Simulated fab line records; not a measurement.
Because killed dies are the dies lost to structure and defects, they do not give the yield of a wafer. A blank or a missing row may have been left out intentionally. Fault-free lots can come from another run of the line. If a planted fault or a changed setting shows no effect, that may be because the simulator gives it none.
fab line records ; flow sky130
record lots=24; wafers=72; last_day=50
route steps=708 shown NWELL@63 VIA2@510 CAPM@541 METAL4@602 PASSIVATION@692
lots that met no fault: taken from a fault-free run of the same line
start_h: hours from the record's opening day to when the first of the lot's shown wafers began ; wait_h: time in hours since the lot's previous step ; " repeats the value in the row above ; L1.1+2: a single row standing in for several wafers ; - no value present, or no start provided ; * or withheld: withheld ; < > ~ a bound
route shown NAME@n: a module of which the file shows steps, and the number in the route of the first ; usual: mean/standard deviation of fault-free wafers ; same: alike in all rows ; chamber/n: place in a boat ; sites: the reading at each site ; _std_site: standard deviation of those values ; _edge_site: inner sites' mean taken away from outer sites' mean ; radius_mm: for every site, how far away it sits from the centre of the wafer ; mask NAME#n: copy n ; behind: the last tool/chamber to shape the wafer ; hold: the reason the lot was held/the length of the hold in hours/how it ended ; device: whichever transistor did not switch (one of n, p or np) ; end of line: tests of these same wafers at the route's end ; a step without rows: its recipe alone ; killed: count of dies lost to structure and defects at first sort (not the wafer's yield) ; map: a wafer's dies, x killed, . not, _ none there
set.NAME: the setting the step ran with; set.NAME@STEP: the setting that earlier step ran with ; model.NAME: the simulator's own value behind a step, which no gauge read
steps of the route over a sample of lots; a table a step, a row a wafer
services: the hour from which a tool's chamber was out of use, counted from the record's first day as start_h (under 0 if before that day), plus the number of hours and why
## steps
# step SKY_NWELL_OVL_MEAS_10
# usual NWELL_00_OVL=-0.5/1.2
lot.wafer;tool;chamber;start_h;wait_h;NWELL_00_OVL[nm]
L074.3;overlay-02;-;84.95;-;0.2
L074.4;overlay-02;-;84.95;-;1.2
L074.5;overlay-02;-;84.95;-;0.4
L075.1;overlay-01;-;89.29;-;-1.4
L075.4;overlay-01;-;89.29;-;-0.8
L075.6;overlay-01;-;89.29;-;0.3
L076.1;overlay-01;-;94.89;-;-0.1
L076.5;overlay-01;-;94.89;-;1.4
L076.6;overlay-01;-;94.89;-;1.1
L077.2;overlay-01;-;103.94;-;0.9
L077.3;overlay-01;-;103.94;-;1.9
L077.5;overlay-01;-;103.94;-;-1.3
L078.1;overlay-01;-;110.09;-;-1.4
L078.4;overlay-01;-;110.09;-;-1.2
L078.5;overlay-01;-;110.09;-;-0.6
L079.1;overlay-01;-;111.45;-;-1.2
L079.2;overlay-01;-;111.45;-;-0.3
L079.6;overlay-01;-;111.45;-;-1.7
L080.1;overlay-01;-;116.67;-;-0.2
L080.4;overlay-01;-;116.67;-;-2.8
L080.5;overlay-01;-;116.67;-;0.1
L081.1;overlay-01;-;127.57;-;-0.2
L081.3;overlay-01;-;127.57;-;-1.2
L081.5;overlay-01;-;127.57;-;1.5
L082.3;overlay-01;-;132.03;-;-0.2
L082.4;overlay-01;-;132.03;-;-0.6
L082.6;overlay-01;-;132.03;-;-2.2
L083.1;overlay-02;-;138.14;-;-1.6
L083.2;overlay-02;-;138.14;-;-2.3
L083.3;overlay-02;-;138.14;-;-2.9
L084.1;overlay-02;-;144.39;-;-0.5
L084.4;overlay-02;-;144.39;-;0.2
L084.6;overlay-02;-;144.39;-;-0.9
L085.1;overlay-02;-;155.15;-;-0.1
L085.2;overlay-02;-;155.15;-;1.1
L085.6;overlay-02;-;155.15;-;1.3
L086.4;overlay-02;-;157.42;-;-1.3
L086.5;overlay-02;-;157.42;-;-0.3
L086.6;overlay-02;-;157.42;-;-0.2
L087.2;overlay-01;-;160.22;-;-1.0
L087.4;overlay-01;-;160.22;-;-0.7
L087.6;overlay-01;-;160.22;-;-0.8
L088.3;overlay-01;-;161.98;-;-1.3
L088.4;overlay-01;-;161.98;-;-1.3
L088.6;overlay-01;-;161.98;-;-0.5
L089.2;overlay-02;-;177.46;-;1.3
L089.3;overlay-02;-;177.46;-;-1.9
L089.5;overlay-02;-;177.46;-;0.4
L091.1;overlay-01;-;194.54;-;-1.2
L091.2;overlay-01;-;194.54;-;-1.9
L091.4;overlay-01;-;194.54;-;-1.1
L090.2;overlay-02;-;197.56;-;-0.4
L090.3;overlay-02;-;197.56;-;-0.2
L090.4;overlay-02;-;197.56;-;1.4
L092.3;overlay-02;-;197.91;-;-0.6
L092.5;overlay-02;-;197.91;-;-1.8
L092.6;overlay-02;-;197.91;-;-2.3
L093.2;overlay-01;-;199.17;-;1.2
L093.3;overlay-01;-;199.17;-;0.3
L093.5;overlay-01;-;199.17;-;-0.4
L094.3;overlay-02;-;204.21;-;-1.1
L094.4;overlay-02;-;204.21;-;-0.2
L094.6;overlay-02;-;204.21;-;0.6
L095.1;overlay-01;-;211.57;-;0.7
L095.4;overlay-01;-;211.57;-;-1.8
L095.6;overlay-01;-;211.57;-;1.6
L096.1;overlay-02;-;212.44;-;-1.0
L096.2;overlay-02;-;212.44;-;-1.2
L096.5;overlay-02;-;212.44;-;-2.7
L097.1;overlay-02;-;226.49;-;-1.9
L097.2;overlay-02;-;226.49;-;-1.7
L097.4;overlay-02;-;226.49;-;-2.2
# step SKY_VIA2_BOW_MEAS_03
# recipe mode=bow
# usual VIA2_BOW=87/7.5
lot.wafer;tool;chamber;start_h;wait_h;VIA2_BOW[um]
L074.3;film_metro-04;-;821.36;0.2;86
L074.4;film_metro-04;-;821.36;0.2;87
L074.5;film_metro-04;-;821.36;0.2;78
L075.1;film_metro-04;-;826.37;0.2;81
L075.4;film_metro-04;-;826.37;0.2;81
L075.6;film_metro-04;-;826.37;0.2;89
L076.1;film_metro-04;-;837.14;0.1;105
L076.5;film_metro-04;-;837.14;0.1;90
L076.6;film_metro-04;-;837.14;0.1;93
L077.2;film_metro-04;-;846.74;0.2;83
L077.3;film_metro-04;-;846.74;0.2;79
L077.5;film_metro-04;-;846.74;0.2;91
L078.1;film_metro-02;-;860.46;0.1;87
L078.4;film_metro-02;-;860.46;0.1;78
L078.5;film_metro-02;-;860.46;0.1;89
L080.1;film_metro-03;-;862.17;0.1;84
L080.4;film_metro-03;-;862.17;0.1;83
L080.5;film_metro-03;-;862.17;0.1;77
L079.1;film_metro-04;-;862.91;0.1;95
L079.2;film_metro-04;-;862.91;0.1;90
L079.6;film_metro-04;-;862.91;0.1;92
L081.1;film_metro-04;-;886.97;0.2;79
L081.3;film_metro-04;-;886.97;0.2;91
L081.5;film_metro-04;-;886.97;0.2;90
L082.3;film_metro-02;-;897.48;0.1;90
L082.4;film_metro-02;-;897.48;0.1;92
L082.6;film_metro-02;-;897.48;0.1;94
L083.1;film_metro-04;-;899.18;0.1;90
L083.2;film_metro-04;-;899.18;0.1;88
L083.3;film_metro-04;-;899.18;0.1;97
L084.1;film_metro-04;-;906.94;0.1;98
L084.4;film_metro-04;-;906.94;0.1;88
L084.6;film_metro-04;-;906.94;0.1;85
L085.1;film_metro-02;-;914.21;0.1;84
L085.2;film_metro-02;-;914.21;0.1;75
L085.6;film_metro-02;-;914.21;0.1;91
L086.4;film_metro-03;-;914.57;0.2;88
L086.5;film_metro-03;-;914.57;0.2;86
L086.6;film_metro-03;-;914.57;0.2;95
L087.2;film_metro-02;-;921.28;0.2;79
L087.4;film_metro-02;-;921.28;0.2;75
L087.6;film_metro-02;-;921.28;0.2;86
L088.3;film_metro-02;-;932.87;0.1;86
L088.4;film_metro-02;-;932.87;0.1;103
L088.6;film_metro-02;-;932.87;0.1;80
L089.2;film_metro-04;-;945.97;0.1;73
L089.3;film_metro-04;-;945.97;0.1;84
L089.5;film_metro-04;-;945.97;0.1;90
L091.1;film_metro-04;-;960.97;0.1;78
L091.2;film_metro-04;-;960.97;0.1;93
L091.4;film_metro-04;-;960.97;0.1;84
L090.2;film_metro-03;-;962.76;0.3;83
L090.3;film_metro-03;-;962.76;0.3;86
L090.4;film_metro-03;-;962.76;0.3;80
L092.3;film_metro-03;-;963.80;0.1;91
L092.5;film_metro-03;-;963.80;0.1;96
L092.6;film_metro-03;-;963.80;0.1;95
L093.2;film_metro-03;-;966.16;0.3;96
L093.3;film_metro-03;-;966.16;0.3;84
L093.5;film_metro-03;-;966.16;0.3;97
L094.3;film_metro-03;-;969.78;0.2;77
L094.4;film_metro-03;-;969.78;0.2;71
L094.6;film_metro-03;-;969.78;0.2;81
L095.1;film_metro-04;-;984.57;0.1;91
L095.4;film_metro-04;-;984.57;0.1;88
L095.6;film_metro-04;-;984.57;0.1;88
L096.1;film_metro-04;-;984.87;0.1;97
L096.2;film_metro-04;-;984.87;0.1;99
L096.5;film_metro-04;-;984.87;0.1;79
L097.1;film_metro-03;-;991.81;0.1;85
L097.2;film_metro-03;-;991.81;0.1;98
L097.4;film_metro-03;-;991.81;0.1;77
# step SKY_VIA2_ETCH_15
# recipe target=SiO2; chemistry=C4F8/O2/Ar; target_depth_nm=546; stop_on=TiN; mask_material=KrF-thick; source_w=1500; bias_w=1200; pressure_mtorr=40; c4f8_flow_sccm=withheld; O2_flow_sccm=6; Ar_flow_sccm=300; time_s=84
# usual oes_product_au=0.941/0.0045; rf_fwd_power_W=1489/4.3
lot.wafer;tool;chamber;start_h;wait_h;oes_product_au;rf_fwd_power_W;rf_hours_counter_h
L074.3;rie_diel-02;0;847.84;0.0;0.938;1495;6
L074.4;rie_diel-02;3;847.84;0.0;0.943;1485;25
L074.5;rie_diel-02;0;847.84;0.0;0.942;1490;-
L075.1;rie_diel-02;0;853.18;0.0;0.938;1505;6
L075.4;rie_diel-02;2;853.18;0.0;0.943;1488;18
L075.6;rie_diel-02;3;853.18;0.0;0.939;1491;-
L076.1;rie_diel-04;3;863.14;0.0;0.941;1488;10
L076.5;rie_diel-04;0;863.14;0.0;0.937;1495;-
L076.6;rie_diel-04;3;863.14;0.0;0.943;1486;-
L077.2;rie_diel-04;1;873.03;0.0;0.937;1485;22
L077.3;rie_diel-04;2;873.03;0.0;0.944;1483;9
L077.5;rie_diel-04;0;873.03;0.0;0.939;1487;-
L078.1;rie_diel-02;2;886.10;0.0;0.937;1486;19
L078.4;rie_diel-02;1;886.10;0.0;0.939;1489;20
L078.5;rie_diel-02;1;886.10;0.0;0.938;1495;-
L080.1;rie_diel-04;1;887.59;0.0;0.940;1488;23
L080.4;rie_diel-04;2;887.59;0.0;0.942;1486;10
L080.5;rie_diel-04;1;887.59;0.0;0.944;1484;-
L079.1;rie_diel-02;3;888.29;0.0;0.948;1482;26
L079.2;rie_diel-02;0;888.29;0.0;0.938;1491;7
L079.6;rie_diel-02;2;888.29;0.0;0.941;1483;-
L081.1;rie_diel-03;1;912.14;0.0;0.936;1489;15
L081.3;rie_diel-03;0;912.14;0.0;0.936;1485;13
L081.5;rie_diel-03;1;912.14;0.0;0.941;1488;-
L082.3;rie_diel-02;3;922.18;0.0;0.938;1484;27
L082.4;rie_diel-02;1;922.18;0.0;0.937;1494;21
L082.6;rie_diel-02;1;922.18;0.0;0.939;1483;-
L083.1;rie_diel-04;3;924.69;0.0;0.947;1492;12
L083.2;rie_diel-04;1;924.69;0.0;0.932;1495;24
L083.3;rie_diel-04;0;924.69;0.0;0.941;1494;18
L084.1;rie_diel-04;1;932.25;0.0;0.942;1476;24
L084.4;rie_diel-04;3;932.25;0.0;0.949;1482;12
L084.6;rie_diel-04;0;932.25;0.0;0.933;1489;-
L085.1;rie_diel-02;2;939.54;0.0;0.940;1487;21
L085.2;rie_diel-02;1;939.54;0.0;0.940;1482;22
L085.6;rie_diel-02;0;939.54;0.0;0.939;1493;-
L086.4;rie_diel-04;3;940.10;0.0;0.934;1492;13
L086.5;rie_diel-04;2;940.10;0.0;0.939;1486;-
L086.6;rie_diel-04;3;940.10;0.0;0.948;1489;-
L087.2;rie_diel-02;1;945.88;0.0;0.940;1485;22
L087.4;rie_diel-02;2;945.88;0.0;0.941;1484;21
L087.6;rie_diel-02;2;945.88;0.0;0.938;1493;-
L088.3;rie_diel-02;2;957.54;0.0;0.945;1490;21
L088.4;rie_diel-02;0;957.54;0.0;0.942;1483;9
L088.6;rie_diel-02;2;957.54;0.0;0.941;1488;-
L089.2;rie_diel-04;2;970.68;0.0;0.942;1493;12
L089.3;rie_diel-04;3;970.68;0.0;0.934;1494;14
L089.5;rie_diel-04;0;970.68;0.0;0.943;1495;-
L091.1;rie_diel-03;1;985.73;0.0;0.939;1490;16
L091.2;rie_diel-03;2;985.73;0.0;0.944;1486;5
L091.4;rie_diel-03;0;985.73;0.0;0.942;1488;14
L090.2;rie_diel-02;1;987.24;0.0;0.940;1493;23
L090.3;rie_diel-02;2;987.24;0.0;0.938;1485;22
L090.4;rie_diel-02;0;987.24;0.0;0.943;1485;10
L092.3;rie_diel-04;1;988.24;0.0;0.944;1489;26
L092.5;rie_diel-04;1;988.24;0.0;0.936;1490;-
L092.6;rie_diel-04;2;988.24;0.0;0.945;1488;-
L093.2;rie_diel-04;1;991.24;0.0;0.937;1488;26
L093.3;rie_diel-04;3;991.24;0.0;0.950;1487;14
L093.5;rie_diel-04;1;991.24;0.0;0.941;1487;-
L094.3;rie_diel-03;1;994.04;0.0;0.941;1491;17
L094.4;rie_diel-03;2;994.04;0.0;0.937;1494;6
L094.6;rie_diel-03;0;994.04;0.0;0.943;1488;-
L095.1;rie_diel-03;0;1008.24;0.0;0.933;1492;15
L095.4;rie_diel-03;1;1008.24;0.0;0.932;1489;17
L095.6;rie_diel-03;3;1008.24;0.0;0.944;1493;-
L096.1;rie_diel-02;2;1008.59;0.0;0.940;1489;23
L096.2;rie_diel-02;3;1008.59;0.0;0.942;1485;30
L096.5;rie_diel-02;3;1008.59;0.0;0.945;1491;-
L097.1;rie_diel-02;1;1015.55;0.0;0.938;1488;24
L097.2;rie_diel-02;0;1015.55;0.0;0.947;1489;11
L097.4;rie_diel-02;3;1015.55;0.0;0.949;1484;30
# step SKY_CAPM_THK_MEAS_04
# recipe thk_meas_gauge=xrf; reads=TiN_of_CAPM_SPUTTER_02
# usual CAPM_TIN_THK=199.7/2.7
lot.wafer;tool;chamber;start_h;wait_h;CAPM_TIN_THK[nm]
L074.3;film_metro-03;-;849.70;0.1;196.1
L074.4;film_metro-03;-;849.70;0.1;195.8
L074.5;film_metro-03;-;849.70;0.1;196.7
L075.1;film_metro-04;-;855.01;0.1;203.6
L075.4;film_metro-04;-;855.01;0.1;204.6
L075.6;film_metro-04;-;855.01;0.1;205.0
L076.1;film_metro-01;-;864.98;0.1;195.0
L076.5;film_metro-01;-;864.98;0.1;197.3
L076.6;film_metro-01;-;864.98;0.1;197.6
L077.2;film_metro-04;-;874.85;0.1;200.3
L077.3;film_metro-04;-;874.85;0.1;198.0
L077.5;film_metro-04;-;874.85;0.1;198.7
L078.1;film_metro-01;-;887.90;0.1;201.0
L078.4;film_metro-01;-;887.90;0.1;199.1
L078.5;film_metro-01;-;887.90;0.1;199.5
L080.1;film_metro-03;-;889.39;0.1;200.8
L080.4;film_metro-03;-;889.39;0.1;200.0
L080.5;film_metro-03;-;889.39;0.1;201.0
L079.1;film_metro-04;-;890.11;0.1;201.8
L079.2;film_metro-04;-;890.11;0.1;202.6
L079.6;film_metro-04;-;890.11;0.1;203.7
L081.1;film_metro-03;-;913.93;0.1;199.9
L081.3;film_metro-03;-;913.93;0.1;203.0
L081.5;film_metro-03;-;913.93;0.1;199.4
L082.3;film_metro-03;-;924.09;0.1;203.3
L082.4;film_metro-03;-;924.09;0.1;200.3
L082.6;film_metro-03;-;924.09;0.1;196.6
L083.1;film_metro-01;-;926.48;0.1;199.1
L083.2;film_metro-01;-;926.48;0.1;199.2
L083.3;film_metro-01;-;926.48;0.1;198.2
L084.1;film_metro-04;-;934.13;0.1;202.0
L084.4;film_metro-04;-;934.13;0.1;202.6
L084.6;film_metro-04;-;934.13;0.1;202.5
L085.1;film_metro-04;-;941.37;0.1;197.8
L085.2;film_metro-04;-;941.37;0.1;197.1
L085.6;film_metro-04;-;941.37;0.1;199.3
L086.4;film_metro-03;-;942.27;0.1;200.9
L086.5;film_metro-03;-;942.27;0.1;199.7
L086.6;film_metro-03;-;942.27;0.1;201.3
L087.2;film_metro-01;-;948.09;0.1;200.0
L087.4;film_metro-01;-;948.09;0.1;203.0
L087.6;film_metro-01;-;948.09;0.1;203.3
L088.3;film_metro-04;-;959.75;0.1;200.5
L088.4;film_metro-04;-;959.75;0.1;199.0
L088.6;film_metro-04;-;959.75;0.1;198.3
L089.2;film_metro-01;-;972.83;0.1;201.5
L089.3;film_metro-01;-;972.83;0.1;198.8
L089.5;film_metro-01;-;972.83;0.1;203.8
L091.1;film_metro-03;-;988.05;0.1;197.9
L091.2;film_metro-03;-;988.05;0.1;196.7
L091.4;film_metro-03;-;988.05;0.1;200.4
L090.2;film_metro-03;-;989.53;0.1;197.3
L090.3;film_metro-03;-;989.53;0.1;199.6
L090.4;film_metro-03;-;989.53;0.1;194.5
L092.3;film_metro-03;-;990.15;0.1;196.9
L092.5;film_metro-03;-;990.15;0.1;197.1
L092.6;film_metro-03;-;990.15;0.1;196.9
L093.2;film_metro-03;-;993.09;0.1;197.5
L093.3;film_metro-03;-;993.09;0.1;195.7
L093.5;film_metro-03;-;993.09;0.1;198.2
L094.3;film_metro-03;-;996.00;0.1;200.8
L094.4;film_metro-03;-;996.00;0.1;201.3
L094.6;film_metro-03;-;996.00;0.1;202.4
L096.1;film_metro-04;-;1010.45;0.1;196.9
L096.2;film_metro-04;-;1010.45;0.1;197.5
L096.5;film_metro-04;-;1010.45;0.1;198.4
L095.1;film_metro-03;-;1010.57;0.1;203.9
L095.4;film_metro-03;-;1010.57;0.1;201.7
L095.6;film_metro-03;-;1010.57;0.1;203.4
L097.1;film_metro-01;-;1017.36;0.1;201.0
L097.2;film_metro-01;-;1017.36;0.1;204.9
L097.4;film_metro-01;-;1017.36;0.1;200.5
# step SKY_METAL4_SPUTTER_04
# recipe material=TiN; target_thk_nm=70; power_w=6500; time_s=58.3; chamber_pressure_pa=0.4
# usual throttle_valve_pct=30.2/1.3
lot.wafer;tool;chamber;start_h;wait_h;throttle_valve_pct
L074.3;pvd_sputter-04;-;930.19;0.0;28.9
L074.4;pvd_sputter-04;-;930.19;0.0;29.1
L074.5;pvd_sputter-04;-;930.19;0.0;28.8
L075.1;pvd_sputter-03;-;936.13;0.0;31.0
L075.4;pvd_sputter-03;-;936.13;0.0;30.5
L075.6;pvd_sputter-03;-;936.13;0.0;29.4
L076.1;pvd_sputter-03;-;943.00;0.0;29.7
L076.5;pvd_sputter-03;-;943.00;0.0;29.5
L076.6;pvd_sputter-03;-;943.00;0.0;30.2
L077.2;pvd_sputter-04;-;953.32;0.0;27.3
L077.3;pvd_sputter-04;-;953.32;0.0;32.3
L077.5;pvd_sputter-04;-;953.32;0.0;27.2
L078.1;pvd_sputter-02;-;967.23;0.0;31.0
L078.4;pvd_sputter-02;-;967.23;0.0;30.4
L078.5;pvd_sputter-02;-;967.23;0.0;29.0
L080.1;pvd_sputter-02;-;968.75;0.0;31.7
L080.4;pvd_sputter-02;-;968.75;0.0;31.2
L080.5;pvd_sputter-02;-;968.75;0.0;31.4
L079.1;pvd_sputter-03;-;969.53;0.0;31.0
L079.2;pvd_sputter-03;-;969.53;0.0;29.5
L079.6;pvd_sputter-03;-;969.53;0.0;31.5
L081.1;pvd_sputter-02;-;992.88;0.0;30.6
L081.3;pvd_sputter-02;-;992.88;0.0;31.3
L081.5;pvd_sputter-02;-;992.88;0.0;31.4
L082.3;pvd_sputter-03;-;1001.48;0.0;29.4
L082.4;pvd_sputter-03;-;1001.48;0.0;29.6
L082.6;pvd_sputter-03;-;1001.48;0.0;29.8
L083.1;pvd_sputter-02;-;1003.83;0.0;31.8
L083.2;pvd_sputter-02;-;1003.83;0.0;31.5
L083.3;pvd_sputter-02;-;1003.83;0.0;29.2
L084.1;pvd_sputter-02;-;1009.84;0.0;31.4
L084.4;pvd_sputter-02;-;1009.84;0.0;30.3
L084.6;pvd_sputter-02;-;1009.84;0.0;30.5
L085.1;pvd_sputter-02;-;1016.26;0.0;31.4
L085.2;pvd_sputter-02;-;1016.26;0.0;29.2
L085.6;pvd_sputter-02;-;1016.26;0.0;31.5
L086.4;pvd_sputter-02;-;1018.28;0.0;29.0
L086.5;pvd_sputter-02;-;1018.28;0.0;29.1
L086.6;pvd_sputter-02;-;1018.28;0.0;31.3
L087.2;pvd_sputter-02;-;1023.18;0.0;29.1
L087.4;pvd_sputter-02;-;1023.18;0.0;31.5
L087.6;pvd_sputter-02;-;1023.18;0.0;29.3
L088.3;pvd_sputter-02;-;1034.41;0.0;29.5
L088.4;pvd_sputter-02;-;1034.41;0.0;31.0
L088.6;pvd_sputter-02;-;1034.41;0.0;30.5
L089.2;pvd_sputter-04;-;1046.11;0.0;27.2
L089.3;pvd_sputter-04;-;1046.11;0.0;28.7
L089.5;pvd_sputter-04;-;1046.11;0.0;27.1
L091.1;pvd_sputter-03;-;1059.08;0.0;29.6
L091.2;pvd_sputter-03;-;1059.08;0.0;29.5
L091.4;pvd_sputter-03;-;1059.08;0.0;30.2
L090.2;pvd_sputter-04;-;1061.57;0.0;28.8
L090.3;pvd_sputter-04;-;1061.57;0.0;27.3
L090.4;pvd_sputter-04;-;1061.57;0.0;29.1
L092.3;pvd_sputter-04;-;1062.44;0.0;29.4
L092.5;pvd_sputter-04;-;1062.44;0.0;32.4
L092.6;pvd_sputter-04;-;1062.44;0.0;29.3
L093.2;pvd_sputter-02;-;1065.01;0.0;30.4
L093.3;pvd_sputter-02;-;1065.01;0.0;29.0
L093.5;pvd_sputter-02;-;1065.01;0.0;31.2
L094.3;pvd_sputter-04;-;1067.11;0.0;32.5
L094.4;pvd_sputter-04;-;1067.11;0.0;29.5
L094.6;pvd_sputter-04;-;1067.11;0.0;32.6
L096.1;pvd_sputter-03;-;1079.38;0.0;30.3
L096.2;pvd_sputter-03;-;1079.38;0.0;31.4
L096.5;pvd_sputter-03;-;1079.38;0.0;30.9
L095.1;pvd_sputter-02;-;1080.51;0.0;31.3
L095.4;pvd_sputter-02;-;1080.51;0.0;31.4
L095.6;pvd_sputter-02;-;1080.51;0.0;31.4
L097.1;pvd_sputter-03;-;1086.32;0.0;29.8
L097.2;pvd_sputter-03;-;1086.32;0.0;31.2
L097.4;pvd_sputter-03;-;1086.32;0.0;29.9
# step SKY_PASSIVATION_ETCH_11
# recipe chemistry=CF4/O2; target_depth_nm=725; stop_on=AlCu; source_w=800; bias_w=150; pressure_mtorr=150; cf4_flow_sccm=80; O2_flow_sccm=10; time_s=161.1
# usual cf4_flow_sccm=80.00/0.24; drypump_motor_current_A=5.4/0.38; oes_product_au=0.976/0.0082; rf_fwd_power_W=796.7/2.7; throttle_valve_pct=5.966/0.0097
lot.wafer;tool;chamber;start_h;wait_h;cf4_flow_sccm;drypump_motor_current_A;oes_product_au;rf_fwd_power_W;rf_hours_counter_h;throttle_valve_pct
L074.3;rie_diel-02;1;1051.69;-;80.15;6.0;0.968;801.4;26;5.954
L074.4;rie_diel-02;1;1051.69;-;80.25;6.0;0.970;797.8;-;5.963
L074.5;rie_diel-02;0;1051.69;-;80.09;5.0;0.972;798.2;-;5.966
L075.1;rie_diel-01;3;1059.24;-;80.02;5.7;0.977;797.5;13;5.969
L075.4;rie_diel-01;1;1059.24;-;80.16;4.9;0.977;799.5;6;5.970
L075.6;rie_diel-01;3;1059.24;-;79.97;5.7;0.981;801.3;-;5.987
L076.1;rie_diel-01;0;1064.84;-;80.15;5.2;0.978;796.3;3;5.958
L076.5;rie_diel-01;2;1064.84;-;79.71;5.4;0.984;797.8;-;5.959
L076.6;rie_diel-01;1;1064.84;-;80.27;4.9;0.983;797.4;-;5.972
L077.2;rie_diel-03;3;1073.04;-;80.20;5.4;0.969;798.6;15;5.966
L077.3;rie_diel-03;1;1073.04;-;80.23;5.2;0.979;792.9;19;5.960
L077.5;rie_diel-03;1;1073.04;-;80.48;5.2;0.977;790.8;-;5.956
L078.1;rie_diel-03;3;1085.64;-;79.87;5.4;0.956;797.4;15;5.977
L078.4;rie_diel-03;1;1085.64;-;79.80;5.2;0.972;798.3;19;5.965
L078.5;rie_diel-03;2;1085.64;-;79.95;5.4;0.976;796.3;-;5.964
L080.1;rie_diel-01;0;1087.15;-;79.67;5.1;0.965;798.2;4;5.955
L080.4;rie_diel-01;2;1087.15;-;80.22;5.4;0.972;801.5;23;5.968
L080.5;rie_diel-01;1;1087.15;-;79.96;4.9;0.980;797.8;-;5.955
L079.1;rie_diel-03;2;1088.64;-;79.79;5.4;0.963;797.7;8;5.983
L079.2;rie_diel-03;1;1088.64;-;79.93;5.2;0.964;795.8;19;5.966
L079.6;rie_diel-03;0;1088.64;-;80.10;6.2;0.969;797.0;-;5.954
L081.1;rie_diel-01;3;1106.24;-;80.13;5.7;0.986;800.7;14;5.980
L081.3;rie_diel-01;2;1106.24;-;79.77;5.4;1.002;801.8;23;5.969
L081.5;rie_diel-01;0;1106.24;-;79.80;5.1;0.993;793.4;-;5.967
L082.3;rie_diel-03;1;1113.79;-;79.47;5.2;0.970;792.2;20;5.971
L082.4;rie_diel-03;3;1113.79;-;80.12;5.5;0.972;798.8;16;5.966
L082.6;rie_diel-03;0;1113.79;-;80.06;6.2;0.973;798.0;-;5.953
L083.1;rie_diel-03;1;1116.15;-;79.89;5.2;0.970;795.7;20;5.953
L083.2;rie_diel-03;3;1116.15;-;79.81;5.4;0.968;799.3;16;5.961
L083.3;rie_diel-03;0;1116.15;-;79.94;6.1;0.968;799.0;19;5.960
L084.1;rie_diel-03;0;1121.84;-;79.80;6.2;0.967;793.3;19;5.954
L084.4;rie_diel-03;3;1121.84;-;80.24;5.4;0.974;797.8;16;5.963
L084.6;rie_diel-03;2;1121.84;-;80.30;5.4;0.981;793.9;-;5.948
L085.1;rie_diel-03;0;1127.74;-;79.91;6.2;0.967;798.2;19;5.952
L085.2;rie_diel-03;2;1127.74;-;79.55;5.4;0.968;796.5;10;5.949
L085.6;rie_diel-03;1;1127.74;-;79.97;5.2;0.979;797.6;-;5.992
L086.4;rie_diel-01;0;1129.14;-;79.61;5.1;0.979;792.6;5;5.969
L086.5;rie_diel-01;3;1129.14;-;79.97;5.7;0.985;798.1;-;5.970
L086.6;rie_diel-01;0;1129.14;-;79.67;5.1;0.988;795.9;-;5.981
L087.2;rie_diel-01;0;1132.65;-;79.84;5.2;0.972;794.8;6;5.960
L087.4;rie_diel-01;3;1132.65;-;80.29;5.7;0.981;797.3;15;5.961
L087.6;rie_diel-01;0;1132.65;-;79.89;5.2;0.980;793.5;-;5.979
L088.3;rie_diel-02;3;1141.90;-;80.31;6.0;0.975;793.9;3;5.980
L088.4;rie_diel-02;2;1141.90;-;79.78;5.2;0.971;789.4;28;5.955
L088.6;rie_diel-02;2;1141.90;-;80.20;5.2;0.978;794.3;-;5.984
L089.2;rie_diel-03;2;1152.00;-;79.95;5.4;0.967;793.8;11;5.967
L089.3;rie_diel-03;0;1152.00;-;80.47;6.2;0.966;794.0;20;5.965
L089.5;rie_diel-03;0;1152.00;-;80.17;6.2;0.978;797.2;-;5.958
L091.1;rie_diel-01;3;1162.59;-;79.97;5.7;0.977;796.6;16;5.978
L091.2;rie_diel-01;1;1162.59;-;80.07;4.9;0.973;799.3;10;5.973
L091.4;rie_diel-01;2;1162.59;-;79.89;5.4;0.992;800.6;25;5.973
L090.2;rie_diel-02;3;1165.79;-;79.97;6.0;0.981;796.4;4;5.959
L090.3;rie_diel-02;0;1165.79;-;79.98;5.0;0.974;803.1;17;5.967
L090.4;rie_diel-02;2;1165.79;-;79.82;5.2;0.986;792.9;29;5.958
L092.3;rie_diel-01;3;1166.44;-;80.00;5.7;0.963;795.5;16;5.958
L092.5;rie_diel-01;3;1166.44;-;80.00;5.7;0.973;794.8;-;5.961
L092.6;rie_diel-01;2;1166.44;-;80.15;5.4;0.973;796.1;-;5.967
L093.2;rie_diel-03;3;1167.95;-;79.99;5.4;0.965;799.7;17;5.982
L093.3;rie_diel-03;0;1167.95;-;79.95;6.2;0.971;795.6;20;5.967
L093.5;rie_diel-03;3;1167.95;-;80.02;5.4;0.978;795.6;-;5.954
L094.3;rie_diel-01;2;1169.45;-;79.76;5.4;0.994;795.7;26;5.964
L094.4;rie_diel-01;0;1169.45;-;80.00;5.2;0.993;794.2;7;5.978
L094.6;rie_diel-01;2;1169.45;-;80.22;5.4;0.983;799.4;-;5.960
L096.1;rie_diel-02;2;1178.64;-;80.19;5.2;0.979;798.0;29;5.969
L096.2;rie_diel-02;1;1178.64;-;79.80;6.0;0.985;800.6;31;5.978
L096.5;rie_diel-02;1;1178.64;-;79.88;6.0;0.973;797.6;-;5.958
L095.1;rie_diel-01;3;1180.39;-;79.60;5.7;0.973;797.7;17;5.969
L095.4;rie_diel-01;0;1180.39;-;79.66;5.2;0.974;794.0;7;5.971
L095.6;rie_diel-01;3;1180.39;-;79.77;5.7;0.984;800.0;-;5.970
L097.1;rie_diel-03;1;1184.89;-;79.56;5.2;0.972;795.7;23;5.955
L097.2;rie_diel-03;3;1184.89;-;79.64;5.4;0.986;796.5;18;5.974
L097.4;rie_diel-03;0;1184.89;-;80.09;6.2;0.989;795.7;-;5.965
## services
tool;chamber;start_h;hours;kind
rie_diel-01;2;833.96;5.1;repair
rie_diel-03;1;846.47;28.8;repair
rie_diel-04;-;853.74;2.8;pm
rie_diel-04;1;858.87;8.6;repair
pvd_sputter-02;-;902.18;57.1;repair
rie_diel-04;-;903.56;0.3;repair
rie_diel-04;3;905.98;3.3;repair
rie_diel-03;1;932.65;6.0;repair
rie_diel-03;2;933.98;1.2;repair
pvd_sputter-02;-;949.78;5.9;repair
rie_diel-02;3;957.85;8.0;repair
rie_diel-03;0;974.73;5.9;repair
rie_diel-02;-;976.95;2.6;repair
rie_diel-02;2;990.90;2.8;repair
rie_diel-02;-;1004.23;1.1;repair
rie_diel-02;3;1016.16;10.6;repair
rie_diel-01;-;1021.75;2.8;pm
rie_diel-03;3;1044.54;8.5;repair
rie_diel-01;2;1049.82;7.2;repair
rie_diel-02;1;1057.85;10.4;repair
rie_diel-02;0;1105.48;2.4;repair
rie_diel-01;0;1119.67;5.4;repair
rie_diel-02;-;1149.57;0.7;repair
rie_diel-03;2;1178.07;8.2;repair
## key
fault none
